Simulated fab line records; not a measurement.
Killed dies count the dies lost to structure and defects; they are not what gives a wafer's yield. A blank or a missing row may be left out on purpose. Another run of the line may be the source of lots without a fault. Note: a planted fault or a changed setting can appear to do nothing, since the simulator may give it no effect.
Which tool is to blame? | flow sky130 | 24 lots, 72 wafers sampled, at 5 steps of a route of 708

== WHAT THE GAUGES READ, wafer by wafer ==
SKY_NWELL_THK_MEAS_02.
lot  | measured    | on            | NWELL_OXIDATION_THK (nm)
L074 | day 2 11:28 | film_metro-02 | 10.18 10.22 10.18
L075 | day 2 17:37 | film_metro-03 | 10.08 9.96 10.10
L076 | day 2 23:37 | film_metro-03 | 10.21 9.92 9.93
L077 | day 3 07:21 | film_metro-02 | 10.01 10.16 10.29
L078 | day 3 13:36 | film_metro-04 | 10.14 10.03 10.04
L079 | day 3 16:09 | film_metro-04 | 10.36 10.12 10.25
L080 | day 3 20:17 | film_metro-04 | 10.20 10.30 10.32
L081 | day 4 03:07 | film_metro-03 | 10.14 10.17 10.23
L082 | day 4 08:56 | film_metro-04 | 10.18 9.89 10.16
L083 | day 4 11:50 | film_metro-04 | 9.93 10.04 10.02
L084 | day 4 15:01 | film_metro-02 | 9.88 10.11 10.05
L085 | day 4 21:19 | film_metro-04 | 9.99 9.92 10.01
L086 | day 5 10:01 | film_metro-04 | 10.29 10.18 10.16
L087 | day 5 15:26 | film_metro-04 | 10.17 10.31 10.28
L089 | day 5 19:02 | film_metro-04 | 10.03 10.07 10.10
L088 | day 5 19:02 | film_metro-03 | 9.73 9.80 9.98
L090 | day 6 00:52 | film_metro-02 | 10.00 9.94 9.99
L091 | day 6 03:48 | film_metro-02 | 9.98 10.04 9.92
L092 | day 6 12:28 | film_metro-04 | 10.31 10.12 10.20
L093 | day 6 18:02 | film_metro-02 | 9.86 10.04 9.73
L094 | day 6 20:59 | film_metro-03 | 9.93 9.86 9.83
L095 | day 7 01:56 | film_metro-04 | 10.15 10.09 10.19
L096 | day 7 06:44 | film_metro-04 | 10.15 10.19 10.17
L097 | day 7 12:33 | film_metro-02 | 10.29 10.26 10.31

SKY_POLY_CUT_OVL_MEAS_09.
lot  | measured     | on         | POLY_CUT_OVL (nm)
L074 | day 24 01:35 | overlay-01 | 2 -2 2
L075 | day 24 11:08 | overlay-01 | -3 3 4
L076 | day 24 20:14 | overlay-01 | 1 0 9
L077 | day 25 12:32 | overlay-01 | 12 11 13
L078 | day 26 00:03 | overlay-01 | 6 2 3
L079 | day 26 05:11 | overlay-01 | 0 0 -6
L080 | day 26 13:21 | overlay-01 | -1 -1 -1
L081 | day 26 23:34 | overlay-01 | 1 3 0
L082 | day 27 07:34 | overlay-02 | 1 3 2
L083 | day 27 21:05 | overlay-01 | 5 7 7
L084 | day 27 21:26 | overlay-01 | -6 -2 -1
L085 | day 28 05:28 | overlay-02 | 0 -10 -2
L086 | day 29 02:37 | overlay-01 | 3 2 0
L087 | day 29 06:35 | overlay-01 | -11 -7 -9
L089 | day 29 17:53 | overlay-02 | 0 -3 -1
L088 | day 29 19:25 | overlay-01 | 4 -3 3
L090 | day 29 23:34 | overlay-01 | 1 -4 1
L091 | day 30 03:56 | overlay-02 | -1 -1 0
L092 | day 30 18:18 | overlay-02 | -2 2 0
L093 | day 30 20:08 | overlay-02 | -5 -8 -12
L094 | day 31 09:57 | overlay-02 | 10 2 14
L095 | day 31 12:58 | overlay-02 | 4 5 2
L096 | day 31 20:19 | overlay-01 | 6 5 6
L097 | day 31 22:20 | overlay-02 | 1 -1 1

SKY_METAL1_CD_MEAS_15: the cd target is 140 nm.
lot  | measured     | on        | cd_nm (nm)
L074 | day 32 17:33 | cd_sem-02 | 139.1 138.8 138.7
L075 | day 33 01:13 | cd_sem-01 | 139.0 138.3 138.4
L076 | day 33 10:44 | cd_sem-01 | 140.7 140.1 140.6
L077 | day 33 23:02 | cd_sem-01 | 139.6 141.0 139.7
L078 | day 34 13:20 | cd_sem-02 | 140.7 139.4 140.9
L079 | day 34 14:32 | cd_sem-01 | 141.2 139.8 140.8
L080 | day 34 22:33 | cd_sem-02 | 140.2 140.5 140.3
L081 | day 35 06:02 | cd_sem-01 | 141.3 141.6 139.2
L082 | day 35 13:37 | cd_sem-01 | 140.3 141.4 140.3
L083 | day 36 03:58 | cd_sem-01 | 138.2 139.2 138.4
L084 | day 36 04:29 | cd_sem-01 | 138.0 138.6 138.2
L085 | day 36 13:13 | cd_sem-01 | 140.0 139.4 140.6
L086 | day 37 05:16 | cd_sem-02 | 139.4 138.2 137.8
L087 | day 37 10:32 | cd_sem-01 | 142.1 143.6 142.6
L089 | day 37 18:30 | cd_sem-02 | 140.3 141.0 139.6
L088 | day 37 22:34 | cd_sem-01 | 139.7 139.9 140.5
L090 | day 37 23:26 | cd_sem-02 | 139.1 139.4 136.7
L091 | day 38 03:58 | cd_sem-01 | 138.7 137.5 138.4
L092 | day 38 19:16 | cd_sem-02 | 143.0 139.4 140.9
L093 | day 38 21:22 | cd_sem-01 | 139.8 141.2 139.7
L094 | day 39 10:11 | cd_sem-01 | 139.1 139.2 140.0
L095 | day 39 13:15 | cd_sem-02 | 138.7 139.6 140.5
L096 | day 39 18:41 | cd_sem-01 | 138.6 141.1 140.3
L097 | day 39 21:09 | cd_sem-01 | 141.8 142.2 142.7

== EACH LOT AND THE TOOL THAT RAN IT (in order: tool; ch and the chambers of the sampled wafers; start) ==
lot  | SKY_POLY_CUT_ETCH_11               | SKY_POLY_CUT_STRIP_12
L074 | rie_diel-02 ch 1,2,3, day 24 01:38 | plasma_asher-04 ch 0,1, day 24 01:43
L075 | rie_diel-01 ch 1,2, day 24 11:13   | plasma_asher-01 ch 0,1, day 24 11:16
L076 | rie_diel-02 ch 0,1,3, day 24 20:19 | plasma_asher-01 ch 0,1, day 24 20:21
L077 | rie_diel-04 ch 0,1,2, day 25 12:37 | plasma_asher-01 ch 0,1, day 25 12:39
L078 | rie_diel-02 ch 0,1,3, day 26 00:07 | plasma_asher-04 ch 0,1, day 26 00:11
L079 | rie_diel-02 ch 0,3, day 26 05:16   | plasma_asher-03 ch 0,1, day 26 05:18
L080 | rie_diel-01 ch 1,2, day 26 13:25   | plasma_asher-03 ch 0,1, day 26 13:29
L081 | rie_diel-01 ch 0,3, day 26 23:38   | plasma_asher-04 ch 0,1, day 26 23:41
L082 | rie_diel-01 ch 0,1,2, day 27 07:38 | plasma_asher-03 ch 0,1, day 27 07:41
L083 | rie_diel-02 ch 1,2,3, day 27 21:10 | plasma_asher-01 ch 0,1, day 27 21:12
L084 | rie_diel-01 ch 1,3, day 27 21:31   | plasma_asher-03 ch 0, day 27 21:33
L085 | rie_diel-01 ch 0,1,3, day 28 05:32 | plasma_asher-03 ch 0,1, day 28 05:35
L086 | rie_diel-01 ch 0,1,2, day 29 02:40 | plasma_asher-01 ch 0,1, day 29 02:44
L087 | rie_diel-04 ch 0,1, day 29 06:40   | plasma_asher-03 ch 0,1, day 29 06:42
L089 | rie_diel-01 ch 0,1,2, day 29 17:58 | plasma_asher-03 ch 0,1, day 29 18:01
L088 | rie_diel-02 ch 1,3, day 29 19:29   | plasma_asher-03 ch 0,1, day 29 19:32
L090 | rie_diel-01 ch 1,2, day 29 23:38   | plasma_asher-03 ch 0,1, day 29 23:41
L091 | rie_diel-01 ch 1,2,3, day 30 04:01 | plasma_asher-04 ch 0,1, day 30 04:03
L092 | rie_diel-02 ch 1,3, day 30 18:22   | plasma_asher-01 ch 0,1, day 30 18:25
L093 | rie_diel-04 ch 0,2,3, day 30 20:13 | plasma_asher-01 ch 0,1, day 30 20:15
L094 | rie_diel-02 ch 1,2,3, day 31 10:02 | plasma_asher-04 ch 0,1, day 31 10:05
L095 | rie_diel-02 ch 1,2, day 31 13:02   | plasma_asher-03 ch 0,1, day 31 13:05
L096 | rie_diel-04 ch 0,1,2, day 31 20:23 | plasma_asher-01 ch 0,1, day 31 20:26
L097 | rie_diel-01 ch 0,2, day 31 22:25   | plasma_asher-01 ch 0,1, day 31 22:27
- SKY_POLY_CUT_ETCH_11: etches Si3N4 in CF4/CH2F2/Ar, stops on poly-Si, time 42.5 s, target depth 60 nm.
- SKY_POLY_CUT_STRIP_12: strips in O2/N2.

== AS READ BY THE TOOLS THEMSELVES (means over the sampled wafers that have a number; for cases with no such wafer, the mark the record gives instead) ==
SKY_POLY_CUT_ETCH_11.
lot  | tool        | cf4_flow_sccm (sccm) | chamber_pressure_mTorr (mTorr) | drypump_motor_current_A (A) | oes_product_au (a.u.) | throttle_valve_pct (%)
L074 | rie_diel-02 | 39.92                | 39.96                          | 5.8                         | 0.826                 | 14.991
L075 | rie_diel-01 | 39.91                | 39.98                          | 5.5                         | 0.820                 | 14.989
L076 | rie_diel-02 | 39.93                | 40.00                          | 5.8                         | 0.822                 | 15.002
L077 | rie_diel-04 | 39.89                | 39.99                          | 5.3                         | 0.821                 | 14.990
L078 | rie_diel-02 | 39.99                | 39.97                          | 5.8                         | 0.826                 | 14.985
L079 | rie_diel-02 | 39.89                | 39.97                          | 5.6                         | 0.822                 | 14.989
L080 | rie_diel-01 | 40.03                | 39.98                          | 5.2                         | 0.828                 | 15.003
L081 | rie_diel-01 | 39.91                | 39.98                          | 5.8                         | 0.823                 | 14.997
L082 | rie_diel-01 | 40.02                | 40.00                          | 5.6                         | 0.826                 | 14.990
L083 | rie_diel-02 | 39.99                | 40.00                          | 5.9                         | 0.822                 | 14.986
L084 | rie_diel-01 | 40.02                | 39.99                          | 5.2                         | 0.831                 | 14.994
L085 | rie_diel-01 | 39.99                | 39.99                          | 5.5                         | 0.824                 | 14.996
L086 | rie_diel-01 | 39.97                | 39.96                          | 5.5                         | 0.827                 | 14.990
L087 | rie_diel-04 | 40.03                | 40.01                          | 5.3                         | 0.826                 | 14.980
L089 | rie_diel-01 | 39.97                | 39.95                          | 5.5                         | 0.817                 | 14.995
L088 | rie_diel-02 | 39.94                | 39.98                          | 6.1                         | 0.819                 | 14.993
L090 | rie_diel-01 | 39.92                | 40.01                          | 5.5                         | 0.829                 | 14.995
L091 | rie_diel-01 | 39.85                | 40.02                          | 5.5                         | 0.823                 | 14.982
L092 | rie_diel-02 | 40.05                | 39.99                          | 6.1                         | 0.818                 | 14.981
L093 | rie_diel-04 | 39.95                | 40.01                          | 5.3                         | 0.816                 | 14.997
L094 | rie_diel-02 | 39.91                | 40.02                          | 5.8                         | 0.834                 | 14.996
L095 | rie_diel-02 | 39.98                | 39.99                          | 5.9                         | 0.823                 | 14.990
L096 | rie_diel-04 | 39.96                | 39.98                          | 5.4                         | 0.821                 | 14.991
L097 | rie_diel-01 | 40.05                | 39.97                          | 5.8                         | 0.831                 | 15.001

SKY_POLY_CUT_STRIP_12.
lot  | tool            | chamber_pressure_mTorr (mTorr) | drypump_motor_current_A (A) | oes_product_au (a.u.) | strip_time_to_endpoint_s (s)
L074 | plasma_asher-04 | 1499.5                         | 5.7                         | 0.454                 | 5.359
L075 | plasma_asher-01 | 1499.5                         | 5.8                         | 0.453                 | 5.342
L076 | plasma_asher-01 | 1500.7                         | 5.8                         | 0.452                 | 5.360
L077 | plasma_asher-01 | 1498.5                         | 5.8                         | 0.455                 | 5.357
L078 | plasma_asher-04 | 1499.7                         | 5.8                         | 0.454                 | 5.357
L079 | plasma_asher-03 | 1498.7                         | 5.2                         | 0.456                 | 5.375
L080 | plasma_asher-03 | 1500.1                         | 5.3                         | 0.456                 | 5.366
L081 | plasma_asher-04 | 1501.0                         | 5.8                         | 0.454                 | 5.353
L082 | plasma_asher-03 | 1499.8                         | 5.3                         | 0.456                 | 5.353
L083 | plasma_asher-01 | 1500.6                         | 5.8                         | 0.454                 | 5.347
L084 | plasma_asher-03 | 1500.2                         | 5.4                         | 0.448                 | 5.338
L085 | plasma_asher-03 | 1500.2                         | 5.3                         | 0.450                 | 5.362
L086 | plasma_asher-01 | 1500.6                         | 5.9                         | 0.454                 | 5.353
L087 | plasma_asher-03 | 1500.0                         | 5.3                         | 0.449                 | 5.373
L089 | plasma_asher-03 | 1500.2                         | 5.3                         | 0.455                 | 5.340
L088 | plasma_asher-03 | 1500.0                         | 5.3                         | 0.452                 | 5.340
L090 | plasma_asher-03 | 1499.4                         | 5.2                         | 0.450                 | 5.365
L091 | plasma_asher-04 | 1500.6                         | 5.8                         | 0.451                 | 5.361
L092 | plasma_asher-01 | 1499.4                         | 5.9                         | 0.452                 | 5.347
L093 | plasma_asher-01 | 1501.0                         | 5.8                         | 0.452                 | 5.346
L094 | plasma_asher-04 | 1498.9                         | 5.8                         | 0.452                 | 5.338
L095 | plasma_asher-03 | 1499.5                         | 5.3                         | 0.452                 | 5.374
L096 | plasma_asher-01 | 1500.0                         | 5.8                         | 0.453                 | 5.331
L097 | plasma_asher-01 | 1498.9                         | 5.8                         | 0.456                 | 5.348

== THE ANSWER, worked out from the rows above alone ==
Rule: usual is defined by the lots themselves. The widest of any qualifying gaps counts: lots, ordered by their means at a reading, are off when they make up no more than a third of the lots, leave a main group of 4 or more, and stand apart from it by 3 or more times the standard deviation of that group's means. A main group is skipped when, at the precision printed for the reading in the tables above, its means are all equal. A lot without any number at a reading at which 4 lots or more have one is off too. The other lots that the step has rows for count as sound. After the gauges, taken in route order, come the tools' own readings; for these a lot's mean is taken, as printed above. The first step at which some lot is off is used, and at that step the reading that is off furthest; a lot without a number counts as furthest.
Across all readings shown, no lot is off: no conclusion can be drawn from this.

== WHAT WAS PUT IN BY THE SIMULATOR ==
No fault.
